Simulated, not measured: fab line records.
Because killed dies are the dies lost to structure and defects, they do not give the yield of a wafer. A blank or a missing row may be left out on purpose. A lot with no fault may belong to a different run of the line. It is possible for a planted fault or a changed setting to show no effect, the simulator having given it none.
A struck lot beside a sound one + flow gf180mcu + 19 out of 602 route steps
Sound: wafers L547.1, L547.2, L547.4. Wafers struck: L538.1, L538.2, L538.6. Last of all comes the cause.
Order at every step that has rows: each side's tool, ch and its chambers, its first start. Under that, the readings that differ: sound wafers + struck wafers + difference of the means + sigmas: that difference in standard deviations of wafers without a fault.
alike: words and numbers the same on both sides, and readings whose means are apart by under 2 such deviations; not compared: readings that were withheld, readings missing a value for some wafer, numbers with overlapping values and no deviation given by the record, and bounds like >300 which may hide the same value.
The two part at a step that has a row with sigmas, a row that says differs or no value, or rows on one side only. Numbers that have no deviation but don't overlap get no sigmas and don't part them. A reading that every wafer of one side lacks parts them only if that side has two wafers or more.

first, 1 step without rows for these wafers: GF_STI_CVD_23 (deposits SiO2, target thk 650 nm, time 108.3 s).
GF_STI_THK_MEAS_24:
  sound: film_metro-03 at day 6 05:56; struck: film_metro-04 at day 4 08:49
| reading             | sound       | struck      | difference | sigmas |
|---------------------|-------------|-------------|------------|--------|
| STI_CVD_23_THK (nm) | 646 647 644 | 653 658 662 | +12        | +2     |
GF_STI_CMP_25: polishes, stops on Si3N4, t overpolish 33 s, target thk 524.6 nm.
  sound on cmp-02 ch 0,2,3, day 6 06:00; struck on cmp-02 ch 0,2, day 4 08:56
  alike: motor_current_A, overpolish_run_s, time_to_endpoint_s
then, 4 steps without rows for these wafers: GF_STI_WET_ETCH_26 (etches SiO2 in dHF, target depth 94 nm, time 188 s); GF_STI_WET_ETCH_27 (etches Si3N4 in H3PO4, target depth 160 nm, time 1825 s); GF_STI_WET_ETCH_28 (etches SiO2 in dHF, target depth 20 nm, time 40 s); GF_STI_OXIDATION_29 (stabilise 600 s, purge 300 s, target thk 10 nm).
GF_STI_THK_MEAS_30:
  sound: film_metro-02 at day 6 08:38; struck: film_metro-03 at day 4 11:39
  alike: STI_OXIDATION_02_THK
then, 4 steps without rows for these wafers: GF_DNWELL_DEHYDRATE_00 (time 60 s); GF_DNWELL_HMDS_01 (prime time 60 s); GF_DNWELL_COAT_02 (resist thk 3000 nm); GF_DNWELL_SOFTBAKE_03.
GF_DNWELL_EXPOSE_04: exposes mask DNWELL, target cd 1700 nm.
  struck on iline_stepper-01, day 4 18:39; sound on iline_stepper-01 ch 0, day 6 16:49
  no value came back on the struck wafers for exposure_dose_mJ_cm2, focus_offset_nm (nm); on the sound wafers exposure_dose_mJ_cm2 reads 260.12 259.95 259.91
  alike: mask
then, 3 steps without rows for these wafers: GF_DNWELL_PEB_05; GF_DNWELL_DEVELOP_06 (develop time 60 s); GF_DNWELL_IMPLANT_07.
GF_DNWELL_STRIP_08: strips in O2/N2.
  sound on plasma_asher-04 ch 0,1, day 7 00:54; struck on plasma_asher-03 ch 0,1, day 5 01:57
| reading            | sound       | struck      | difference | sigmas |
|--------------------|-------------|-------------|------------|--------|
| heater_power_w (W) | 348 404 353 | 296 310 297 | -67        | -2     |
  alike: drypump_motor_current_A, oes_product_au, strip_time_to_endpoint_s
  not compared: rf_hours_counter_h
GF_DNWELL_TW_MEAS_09:
  sound: film_metro-01 at day 7 01:00; struck: film_metro-04 at day 5 02:03
| reading   | sound          | struck   | difference | sigmas      |
|-----------|----------------|----------|------------|-------------|
| DNWELL_TW | 1346 1354 1343 | 31 31 31 | -1317      | -99 or more |
then, 1 step without rows for these wafers: GF_NWELL_DEHYDRATE_00 (time 60 s).

## WHERE THEY PART
Earliest at GF_STI_THK_MEAS_24; latest, in this record, at GF_DNWELL_TW_MEAS_09.

WHY: what had been put in by the simulator
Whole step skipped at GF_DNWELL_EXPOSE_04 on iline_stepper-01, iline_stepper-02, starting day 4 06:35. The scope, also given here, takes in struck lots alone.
